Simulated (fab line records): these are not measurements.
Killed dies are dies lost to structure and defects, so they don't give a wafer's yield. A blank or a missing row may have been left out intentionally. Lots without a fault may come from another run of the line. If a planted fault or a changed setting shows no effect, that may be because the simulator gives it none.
fab line records	flow sky130
[record] lots = 7	wafers = 21	lastDay = 50
route steps=708 shown VIA1@460 PAD_OPEN@708
lots with no fault: from the same line, run without faults
startH: start of the lot's first displayed wafer, in hours after the record's first day	waitH: how many hours have passed since the lot's step before this one	" the same as in the row above	L1.1+2: a single row standing in for several wafers	- no value, or no start was given	* or withheld: withheld	< > ~ a bound
route shown NAME@n: a module of which the file shows steps, and the number in the route of the first	usual: the fault-free wafers' mean and standard deviation	same: alike in all rows	chamber/n: place in a boat	sites: each site's reading	_std_site: the standard deviation of these	_edge_site: mean of outer sites minus mean of inner sites	radiusMm: for every site, how far away it sits from the centre of the wafer	mask NAME#n: copy n	behind: the last tool/chamber to shape the wafer	hold: why the lot was held/for how many hours/how that ended	device: transistor that didn't switch, given as n, p or np	end of line: at the end of the route, the tests of the same wafers	a step with no rows: only its recipe	killed: dies lost to structure and defects at the first sort, not the wafer's yield	map: per-die view of a wafer (x killed, . not killed, _ where there is no die)
set.NAME: setting as actually run; set.NAME@STEP: the setting as run at that earlier step	model.NAME: the simulator's own value behind a step, which no gauge read
a table for each step, a row for each wafer; lots at some steps of the route
services: the hour from which a tool's chamber was out of use, counted from the record's first day as startH (under 0 if before that day), plus the number of hours and why
[[steps]]
[step SKY_VIA1_CMP_02]
[recipe] material = SiO2	downForcePsi = 4	platenRpm = 60	padVelocityMS = 0.94248
[usual] headPressurePsi = 3.999/0.0089	motorCurrentA = 12.6/1
lot.wafer	tool	chamber	startH	waitH	headPressurePsi	motorCurrentA
L155.1	cmp-01	3	771.25	0.1	4.001	11.1
L155.5	"	2	"	"	3.998	12.9
L155.6	"	3	"	"	3.997	11.4
L163.1	cmp-02	1	826.02	0.1	3.991	11.5
L163.2	"	2	"	"	3.993	11.7
L163.4	"	0	"	"	4.001	14.1
L164.1	cmp-01	2	841.23	0.1	4.007	13.0
L164.2	"	0	"	"	4.019	14.5
L164.5	"	3	"	"	4.008	11.0
L166.1	cmp-01	2	847.74	0.1	3.988	12.9
L166.6	"	1	"	"	3.999	13.3
L166.5	"	2	"	"	4.000	12.5
L172.2	cmp-02	0	895.08	0.1	3.996	13.1
L172.4	"	1	"	"	3.985	11.6
L172.5	"	3	"	"	3.996	12.5
L174.2	cmp-02	0	919.87	0.2	4.002	13.9
L174.4	"	1	"	"	3.992	11.1
L174.3	"	3	"	"	4.011	12.5
L175.4	cmp-01	2	920.55	0.1	3.999	12.9
L175.3	"	3	"	"	3.995	11.6
L175.1	"	0	"	"	4.002	14.3
[step SKY_VIA1_BOW_MEAS_03]
[recipe] mode = bow
[usual] VIA1_BOW = 80/7.2
lot.wafer	tool	chamber	startH	waitH	VIA1_BOW[um]
L155.1	filmMetro-03	-	771.50	0.2	73
L155.5	"	-	"	"	72
L155.6	"	-	"	"	67
L163.1	filmMetro-03	-	826.32	0.2	85
L163.2	"	-	"	"	76
L163.4	"	-	"	"	73
L164.1	filmMetro-03	-	841.53	0.2	81
L164.2	"	-	"	"	76
L164.5	"	-	"	"	77
L166.1	filmMetro-03	-	847.99	0.2	87
L166.5	"	-	"	"	90
L166.6	"	-	"	"	79
L172.2	filmMetro-03	-	895.35	0.2	73
L172.4	"	-	"	"	82
L172.5	"	-	"	"	82
L174.2	filmMetro-04	-	920.19	0.3	72
L174.3	"	-	"	"	65
L174.4	"	-	"	"	67
L175.1	filmMetro-04	-	920.80	0.1	86
L175.3	"	-	"	"	78
L175.4	"	-	"	"	80
[step SKY_VIA1_DEHYDRATE_04]
[recipe] tempC = 200	timeS = 60
[step SKY_VIA1_HMDS_05]
[recipe] primeTimeS = 60	primeTempC = 120
[step SKY_VIA1_COAT_06]
[recipe] resist = BARC	tempC = withheld	timeS = withheld	spinRpm = 3000	resistThkNm = 60
[step SKY_VIA1_COAT_07]
[recipe] resist = KrF-thick	spinRpm = 3000	resistThkNm = 450
[step SKY_VIA1_SOFTBAKE_08]
[recipe] tempC = 100	timeS = 90	resist = KrF-thick
[step SKY_VIA1_EXPOSE_09]
[recipe] maskId = VIM	na = 0.8	sourceShape = annular	sigmaInner = 0.55	sigmaOuter = 0.85	targetCdNm = 150	doseMj = 38
[step SKY_VIA1_PEB_10]
[recipe] pebTempC = withheld	pebTimeS = withheld	resist = KrF-thick
[step SKY_VIA1_DEVELOP_11]
[recipe] developTimeS = 60	resist = KrF-thick	devTempC = 21
[step SKY_VIA1_CD_MEAS_12]
[recipe] targetCdNm = 150
[usual] cdNm = 149.8/1.4
lot.wafer	tool	chamber	startH	waitH	cdNm
L155.1	cdSem-02	-	798.53	-	149.0
L155.5	"	-	"	"	148.9
L155.6	"	-	"	"	149.8
L163.1	cdSem-02	-	852.33	-	148.8
L163.2	"	-	"	"	149.4
L163.4	"	-	"	"	149.3
L164.1	cdSem-02	-	867.83	-	149.6
L164.2	"	-	"	"	150.7
L164.5	"	-	"	"	151.2
L166.1	cdSem-01	-	874.53	-	149.0
L166.5	"	-	"	"	149.0
L166.6	"	-	"	"	148.3
L172.2	cdSem-02	-	920.55	-	150.7
L172.4	"	-	"	"	148.8
L172.5	"	-	"	"	151.2
L174.2	cdSem-02	-	944.90	-	150.3
L174.3	"	-	"	"	147.9
L174.4	"	-	"	"	150.6
L175.1	cdSem-02	-	945.52	-	149.4
L175.3	"	-	"	"	148.5
L175.4	"	-	"	"	148.0
[step SKY_VIA1_OVL_MEAS_13]
[usual] VIA1_OVL = 2/5.3
lot.wafer	tool	chamber	startH	waitH	VIA1_OVL[nm]
L155.1	overlay-01	-	798.65	0.1	1
L155.5	"	-	"	"	6
L155.6	"	-	"	"	-1
L163.1	overlay-01	-	852.45	0.1	1
L163.2	"	-	"	"	0
L163.4	"	-	"	"	9
L164.1	overlay-02	-	867.95	0.1	-2
L164.2	"	-	"	"	-6
L164.5	"	-	"	"	-5
L166.1	overlay-02	-	874.65	0.1	8
L166.5	"	-	"	"	11
L166.6	"	-	"	"	6
L172.2	overlay-02	-	920.66	0.1	2
L172.4	"	-	"	"	1
L172.5	"	-	"	"	-3
L174.2	overlay-01	-	945.01	0.1	4
L174.3	"	-	"	"	0
L174.4	"	-	"	"	-3
L175.1	overlay-01	-	945.64	0.1	9
L175.3	"	-	"	"	9
L175.4	"	-	"	"	5
[step SKY_VIA1_ETCH_14]
[recipe] chemistry = N2/H2	target = BARC	ionEnergyEv = 200	sourceW = 500	biasW = 100	pressureMtorr = 30	n2FlowSccm = 100	h2FlowSccm = 200	stopOn = SiO2	timeS = 45.9	targetDepthA = 600
[usual] drypumpMotorCurrentA = 5.8/0.49	oesProductAu = 0.855/0.005	rfFwdPowerW = 495.3/2.2	runLengthS = 74.2/0.4	throttleValvePct = 13.224/0.0087
lot.wafer	tool	chamber	startH	waitH	drypumpMotorCurrentA	oesProductAu	rfFwdPowerW	rfHoursCounterH	runLengthS	throttleValvePct	model.KrF-thick_of_VIA1_COAT_07.thkNm
L155.1	rieDiel-01	0	798.69	0.0	5.5	0.855	495.3	14	74.4	13.236	393.9
L155.5	"	0	"	"	5.4	0.856	495.6	-	74.5	13.241	393.1
L155.6	"	1	"	"	5.7	0.856	495.3	-	74.1	13.227	394.9
L163.1	rieDiel-01	1	852.49	0.0	5.6	0.856	496.7	24	74.1	13.236	393.7
L163.2	"	3	"	"	5.2	0.855	496.4	7	73.9	13.220	393.3
L163.4	"	2	"	"	5.9	0.860	490.0	19	73.9	13.218	392.9
L164.1	rieDiel-03	1	867.99	0.0	5.6	0.851	497.4	4	74.8	13.233	393
L164.2	"	3	"	"	6.6	0.859	497.8	3	74.1	13.216	393
L164.5	"	3	"	"	6.6	0.849	498.6	-	74.3	13.217	391.8
L166.1	rieDiel-01	2	874.69	0.0	5.8	0.852	489.9	20	73.7	13.215	395.1
L166.5	"	2	"	"	5.8	0.855	490.3	-	74.1	13.233	394.7
L166.6	"	1	"	"	5.6	0.855	494.6	-	74.5	13.211	395.4
L172.2	rieDiel-03	3	920.69	0.0	6.6	0.915	-	5	71.3	13.214	396.8
L172.4	"	1	"	"	5.6	0.917	-	6	71.2	13.227	397.3
L172.5	"	1	"	"	5.6	0.928	-	-	71.5	13.234	395.4
L174.2	rieDiel-03	3	945.04	0.0	6.6	0.925	-	5	71.4	13.221	397.8
L174.3	"	0	"	"	6.5	0.919	-	14	71.1	13.232	399.9
L174.4	"	1	"	"	5.6	0.914	-	6	71.4	13.235	398.3
L175.1	rieDiel-03	0	945.67	0.0	6.5	0.921	-	14	71.0	13.225	397.5
L175.3	"	2	"	"	5.5	0.924	-	21	70.7	13.235	396.7
L175.4	"	0	"	"	6.5	0.915	-	-	71.2	13.227	398.1
[step SKY_VIA1_ETCH_15]
[recipe] target = SiO2	chemistry = C4F8/O2/Ar	targetDepthNm = 351	stopOn = TiN	maskMaterial = KrF-thick	sourceW = 1500	biasW = 1200	pressureMtorr = 40	c4f8FlowSccm = withheld	O2_flow_sccm = 6	Ar_flow_sccm = 300	timeS = 55.82
[usual] oesProductAu = 0.977/0.0058	runLengthS = 85.808/0
lot.wafer	tool	chamber	startH	waitH	oesProductAu	rfHoursCounterH	runLengthS	model.KrF-thick_of_VIA1_COAT_07.thkNm
L155.1	rieDiel-01	0	798.73	0.0	0.967	14	85.808	319.5
L155.5	"	0	"	"	0.979	-	85.808	318.8
L155.6	"	1	"	"	0.968	-	85.808	323.4
L163.1	rieDiel-01	1	852.53	0.0	0.972	24	85.808	323
L163.2	"	3	"	"	0.981	7	85.808	320.7
L163.4	"	2	"	"	0.969	19	85.808	321.8
L164.1	rieDiel-03	1	868.03	0.0	0.984	4	85.808	320
L164.2	"	3	"	"	0.984	3	85.808	321
L164.5	"	3	"	"	0.980	-	85.808	319.7
L166.1	rieDiel-01	2	874.73	0.0	0.984	20	85.808	323.7
L166.5	"	2	"	"	0.979	-	85.808	322.6
L166.6	"	1	"	"	0.976	-	85.808	324.2
L172.2	rieDiel-03	3	920.73	0.0	0.979	5	85.808	323.5
L172.4	"	1	"	"	0.983	6	85.808	324.2
L172.5	"	1	"	"	0.977	-	85.808	322.5
L174.2	rieDiel-03	3	945.08	0.0	0.979	5	85.808	325.3
L174.3	"	0	"	"	0.968	14	85.808	330.2
L174.4	"	1	"	"	0.975	6	85.808	325.8
L175.1	rieDiel-03	0	945.72	0.0	0.980	14	85.808	327.4
L175.3	"	2	"	"	0.977	21	85.808	323.7
L175.4	"	0	"	"	0.973	-	85.808	327.7
[step SKY_VIA1_STRIP_16]
[recipe] chemistry = O2/N2	powerW = 1400	pressureMtorr = 1500	platenTempC = withheld	o2FlowSccm = 3000	n2FlowSccm = 300	overashFraction = 0.5
[usual] drypumpMotorCurrentA = 5.8/0.49	oesProductAu = 0.415/0.0045	stripTimeToEndpointS = 4.448/0.021
lot.wafer	tool	chamber	startH	waitH	drypumpMotorCurrentA	oesProductAu	rfHoursCounterH	stripTimeToEndpointS
L155.1	plasmaAsher-04	0	798.78	0.0	5.2	0.414	99	4.420
L155.5	"	0	"	"	5.2	0.417	-	4.425
L155.6	"	1	"	"	5.7	0.424	-	4.461
L163.1	plasmaAsher-03	1	852.58	0.0	5.7	0.423	40	4.479
L163.2	"	0	"	"	5.2	0.412	40	4.435
L163.4	"	0	"	"	5.2	0.413	-	4.431
L164.1	plasmaAsher-03	0	868.08	0.0	5.2	0.412	41	4.427
L164.2	"	1	"	"	5.7	0.416	41	4.443
L164.5	"	0	"	"	5.2	0.416	-	4.419
L166.1	plasmaAsher-04	1	874.78	0.0	5.7	0.414	107	4.493
L166.5	"	0	"	"	5.2	0.415	-	4.441
L166.6	"	1	"	"	5.7	0.416	-	4.469
L172.2	plasmaAsher-04	1	920.78	0.0	5.7	0.413	112	4.472
L172.4	"	0	"	"	5.2	0.422	-	4.485
L172.5	"	0	"	"	5.2	0.416	-	4.465
L174.2	plasmaAsher-02	0	945.13	0.0	6.3	0.411	21	4.486
L174.3	"	0	"	"	6.3	0.424	-	4.536
L174.4	"	1	"	"	6.5	0.425	-	4.498
L175.1	plasmaAsher-03	1	945.76	0.0	5.7	0.416	49	4.500
L175.3	"	0	"	"	5.2	0.423	-	4.465
L175.4	"	1	"	"	5.7	0.422	-	4.517
[step SKY_PAD_OPEN_PROBE_99]
[usual] defectLimitedYield = 82.2/1.9	killed_at_M0_to_M3 = 43/6.3	killed_at_M4_up = 3.3/1.7	killedAtContacts = 24/5.4	killedAtFrontEnd = 16/4.6	killedAtOther = 0.4/0.7	killedDies = 87/9.4	killedOpen = 47/6.9	killedShort = 39/6.1	sort_bin_3_pad_short = 0.9/0.45	sort_bin_5_function = 10.6/1.5	sort_bin_6_memory = 6.3/1.2	sortNPass = 405/9.4	sortYieldPct = 82.2/1.9
[same] grossDies = 492	killedAtBackSide = 0	sort_bin_4_leakage[%] = 0	sort_bin_8_speed[%] = 0
lot.wafer	tool	chamber	startH	waitH	defectLimitedYield[%]	killed_at_M0_to_M3	killed_at_M4_up	killedAtContacts	killedAtFrontEnd	killedAtOther	killedDies	killedOpen	killedShort	sort_bin_3_pad_short[%]	sort_bin_5_function[%]	sort_bin_6_memory[%]	sortNPass	sortYieldPct[%]
L155.1	prober-01	-	1083.65	0.1	82.9	44	4	21	15	0	84	50	34	1.2	10.6	5.3	408	82.9
L155.5	prober-01	-	1083.85	0.2	86.0	38	3	12	16	0	69	44	25	0.2	8.7	5.1	423	86.0
L155.6	prober-01	-	1083.90	0.2	79.7	49	8	22	21	0	100	51	49	0.8	12.8	6.7	392	79.7
L163.1	prober-02	-	1123.95	0.1	81.9	49	5	20	15	0	89	43	45	1.6	11.2	5.3	403	81.9
L163.2	prober-02	-	1124.00	0.1	82.3	42	6	21	18	0	87	47	38	1.8	10.6	5.3	405	82.3
L163.4	prober-02	-	1124.10	0.2	82.1	39	3	25	20	1	88	59	29	0.2	10.6	7.1	404	82.1
L164.1	prober-02	-	1134.61	0.1	86.2	32	3	16	17	0	68	32	36	0.6	7.5	5.7	424	86.2
L164.2	prober-02	-	1134.66	0.1	84.3	43	2	24	7	1	77	50	27	0.6	8.3	6.7	415	84.3
L164.5	prober-02	-	1134.81	0.2	81.5	44	3	30	13	1	91	42	49	1.4	11.6	5.5	401	81.5
L166.1	prober-01	-	1138.04	0.1	80.5	49	1	29	17	0	96	46	50	0.6	12.0	6.9	396	80.5
L166.5	prober-01	-	1138.24	0.2	81.3	40	3	34	14	1	92	51	40	1.6	11.8	5.3	400	81.3
L166.6	prober-01	-	1138.29	0.2	79.9	48	3	25	22	1	99	53	45	0.4	12.4	7.3	393	79.9
L172.2	prober-02	-	1172.25	0.1	84.3	35	5	25	12	0	77	46	31	0.8	10.0	4.9	415	84.3
L172.4	prober-02	-	1172.35	0.2	83.3	38	4	26	14	0	82	45	37	1.0	10.2	5.5	410	83.3
L172.5	prober-02	-	1172.40	0.2	86.4	30	3	22	12	0	67	38	29	0.6	7.9	5.1	425	86.4
L174.2	prober-02	-	1189.38	0.1	85.0	41	5	20	7	1	74	39	35	0.2	9.1	5.7	418	85.0
L174.3	prober-02	-	1189.43	0.2	84.8	41	1	19	14	0	75	34	41	0.4	7.7	7.1	417	84.8
L174.4	prober-02	-	1189.48	0.2	87.0	34	2	15	11	2	64	36	28	1.4	8.5	3.0	428	87.0
L175.1	prober-01	-	1190.95	0.1	79.3	48	5	27	21	1	102	52	50	1.4	11.4	7.9	390	79.3
L175.3	prober-01	-	1191.05	0.2	83.1	39	5	21	18	0	83	38	45	1.0	11.2	4.7	409	83.1
L175.4	prober-01	-	1191.10	0.2	78.0	59	1	32	16	0	108	56	52	1.0	13.0	7.9	384	78.0
// killed by level:class
L155.1 VIA1:geometricParticle:open=11 CONTACT:geometricParticle:open=8 VIA2:geometricParticle:open=8 VIA3:geometricParticle:open=6 METAL1:geometricParticle:short=6 FIELD_ISO:geometricParticle:short=5 FIELD_ISO:geometricParticle:open=5 VIA1:geometricParticle:short=4
L155.5 VIA1:geometricParticle:open=12 FIELD_ISO:geometricParticle:open=7 VIA2:geometricParticle:open=5 VIA3:geometricParticle:open=5 CONTACT:geometricParticle:short=4 CONTACT:geometricParticle:open=4 METAL1:geometricParticle:short=4 VIA3:geometricParticle:short=3
L155.6 VIA1:geometricParticle:open=13 FIELD_ISO:geometricParticle:short=8 FIELD_ISO:geometricParticle:open=7 LI_CONTACT:geometricParticle:short=7 METAL3:geometricParticle:short=6 VIA3:geometricParticle:open=6 CONTACT:geometricParticle:open=5 LI_CONTACT:geometricParticle:open=4
L163.1 VIA1:geometricParticle:open=12 METAL1:geometricParticle:short=8 CONTACT:geometricParticle:open=7 VIA3:geometricParticle:open=7 VIA1:geometricParticle:short=6 LI_CONTACT:geometricParticle:open=5 METAL2:geometricParticle:short=5 FIELD_ISO:geometricParticle:open=4
L163.2 VIA2:geometricParticle:open=11 CONTACT:geometricParticle:open=9 VIA1:geometricParticle:short=7 VIA1:geometricParticle:open=7 FIELD_ISO:geometricParticle:open=6 METAL1:geometricParticle:short=6 FIELD_ISO:geometricParticle:short=5 LI_CONTACT:geometricParticle:open=5
L163.4 LI_CONTACT:geometricParticle:open=10 CONTACT:geometricParticle:open=9 VIA3:geometricParticle:open=9 VIA1:geometricParticle:open=9 VIA2:geometricParticle:open=8 FIELD_ISO:geometricParticle:open=6 FIELD_ISO:geometricParticle:short=5 CONTACT:geometricParticle:short=4
L164.1 VIA1:geometricParticle:open=7 METAL2:geometricParticle:short=6 CONTACT:geometricParticle:open=6 VIA2:geometricParticle:open=6 FIELD_ISO:geometricParticle:open=4 POLY_GATE:geometricParticle:short=4 LI_CONTACT:geometricParticle:open=3 CONTACT:geometricParticle:short=3
L164.2 VIA1:geometricParticle:open=11 LI_CONTACT:geometricParticle:open=9 VIA2:geometricParticle:open=9 CONTACT:geometricParticle:open=6 VIA3:geometricParticle:open=6 CONTACT:geometricParticle:short=4 METAL2:geometricParticle:short=4 LOCAL_INTERCONNECT:geometricParticle:short=3
L164.5 CONTACT:geometricParticle:open=11 VIA2:geometricParticle:open=9 METAL1:geometricParticle:short=8 CONTACT:geometricParticle:short=7 VIA1:geometricParticle:open=6 VIA3:geometricParticle:open=6 LI_CONTACT:geometricParticle:open=5 LI_CONTACT:geometricParticle:short=5
L166.1 CONTACT:geometricParticle:open=10 CONTACT:geometricParticle:short=9 METAL1:geometricParticle:short=8 VIA1:geometricParticle:open=8 LI_CONTACT:geometricParticle:open=7 METAL2:geometricParticle:short=7 VIA2:geometricParticle:open=7 VIA1:geometricParticle:short=6
L166.5 CONTACT:geometricParticle:open=15 VIA3:geometricParticle:open=9 LI_CONTACT:geometricParticle:open=7 VIA1:geometricParticle:open=6 METAL1:geometricParticle:short=6 CONTACT:geometricParticle:short=5 VIA1:geometricParticle:short=5 FIELD_ISO:geometricParticle:short=4
L166.6 VIA1:geometricParticle:open=10 CONTACT:geometricParticle:open=9 VIA3:geometricParticle:open=9 METAL1:geometricParticle:short=8 LI_CONTACT:geometricParticle:open=8 POLY_GATE:geometricParticle:open=6 FIELD_ISO:geometricParticle:short=5 POLY_GATE:geometricParticle:short=5
L172.2 CONTACT:geometricParticle:open=9 VIA1:geometricParticle:open=8 LI_CONTACT:geometricParticle:open=7 VIA1:geometricParticle:short=6 VIA2:geometricParticle:open=6 VIA3:geometricParticle:open=5 METAL4:geometricParticle:short=5 POLY_GATE:geometricParticle:open=4
L172.4 VIA3:geometricParticle:open=9 LI_CONTACT:geometricParticle:open=7 VIA1:geometricParticle:open=6 FIELD_ISO:geometricParticle:open=6 LI_CONTACT:geometricParticle:short=5 CONTACT:geometricParticle:open=5 CONTACT:geometricParticle:short=5 METAL1:geometricParticle:short=5
L172.5 VIA1:geometricParticle:open=8 CONTACT:geometricParticle:open=7 CONTACT:geometricParticle:short=6 VIA3:geometricParticle:open=5 LI_CONTACT:geometricParticle:open=4 VIA1:geometricParticle:short=4 FIELD_ISO:geometricParticle:short=3 FIELD_ISO:geometricParticle:open=3
L174.2 VIA2:geometricParticle:open=10 VIA1:geometricParticle:open=8 METAL1:geometricParticle:short=6 LI_CONTACT:geometricParticle:short=4 LI_CONTACT:geometricParticle:open=4 LOCAL_INTERCONNECT:geometricParticle:short=4 CONTACT:geometricParticle:open=4 METAL2:geometricParticle:short=4
L174.3 VIA1:geometricParticle:open=11 CONTACT:geometricParticle:open=6 METAL3:geometricParticle:short=6 METAL1:geometricParticle:short=5 VIA1:geometricParticle:short=5 LI_CONTACT:geometricParticle:short=4 CONTACT:geometricParticle:short=4 METAL2:geometricParticle:short=4
L174.4 VIA1:geometricParticle:open=7 FIELD_ISO:geometricParticle:open=5 LI_CONTACT:geometricParticle:open=5 CONTACT:geometricParticle:open=5 VIA1:geometricParticle:short=5 METAL2:geometricParticle:short=5 VIA3:geometricParticle:open=4 METAL1:geometricParticle:short=4
L175.1 VIA1:geometricParticle:open=14 LI_CONTACT:geometricParticle:open=9 VIA2:geometricParticle:open=7 CONTACT:geometricParticle:open=7 METAL2:geometricParticle:short=6 FIELD_ISO:geometricParticle:open=5 LI_CONTACT:geometricParticle:short=5 VIA1:geometricParticle:short=5
L175.3 VIA1:geometricParticle:short=9 VIA1:geometricParticle:open=9 LI_CONTACT:geometricParticle:open=6 METAL2:geometricParticle:short=6 FIELD_ISO:geometricParticle:open=5 VIA2:geometricParticle:open=5 CONTACT:geometricParticle:short=4 CONTACT:geometricParticle:open=4
L175.4 VIA1:geometricParticle:open=15 CONTACT:geometricParticle:open=11 LI_CONTACT:geometricParticle:open=10 VIA1:geometricParticle:short=9 VIA2:geometricParticle:open=7 FIELD_ISO:geometricParticle:short=6 VIA2:geometricParticle:short=6 CONTACT:geometricParticle:short=6
[[services]]
tool	chamber	startH	hours	kind
cmp-01	-	747.36	2.3	repair
cmp-02	-	748.00	-	consumableReplace:conditioner
cmp-02	-	748.00	-	consumableReplace:pad
plasmaAsher-03	-	749.64	1.1	repair
plasmaAsher-02	-	756.03	2.2	repair
plasmaAsher-02	-	759.13	0.8	repair
cmp-02	-	767.86	0.8	repair
plasmaAsher-03	-	767.87	2.1	repair
rieDiel-03	1	777.33	9.7	repair
plasmaAsher-03	-	786.20	2.8	pm
plasmaAsher-02	-	801.16	1.8	repair
cmp-02	-	811.29	5.5	pm
plasmaAsher-03	-	814.89	5.7	repair
plasmaAsher-04	-	838.84	1.2	repair
cmp-01	-	879.76	11.5	repair
rieDiel-01	3	895.26	4.2	repair
cmp-01	-	904.95	2.4	repair
cmp-01	-	912.00	4.0	pm
cmp-01	-	916.00	-	consumableReplace:conditioner
cmp-01	-	916.00	-	consumableReplace:pad
cmp-01	-	932.72	3.7	repair
rieDiel-01	-	936.06	0.4	repair
cmp-02	-	941.84	3.0	repair
rieDiel-03	1	945.25	7.9	repair
[[key]]
[firstSign] step = SKY_VIA1_ETCH_14	reading = oesProductAu	direction = up	sigmas = 13	usual = 0.855	struck = 0.920
[effect] step = SKY_VIA1_ETCH_14	reading = runLengthS	direction = down	sigmas = 7.4	usual = *	struck = *
[modelEffect] step = SKY_VIA1_ETCH_14	value = KrF-thick_of_VIA1_COAT_07.thkNm	without = 394.5	struck = 397.5
[modelEffect] step = SKY_VIA1_ETCH_15	value = KrF-thick_of_VIA1_COAT_07.thkNm	without = 322.5	struck = 325.6
metAt SKY_VIA1_ETCH_14
struckWafers L172.2,L172.4,L172.5,L174.2,L174.3,L174.4,L175.1,L175.3,L175.4
onsetBetween 867.99 920.69
[fault] kind = processParameterDrift	tool = rieDiel-03	chamber = -	onsetH = 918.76	steps = SKY_VIA1_ETCH_14	channel = timeS	offset = *	shape = step	endH = 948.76	actsIn = *	stated = *
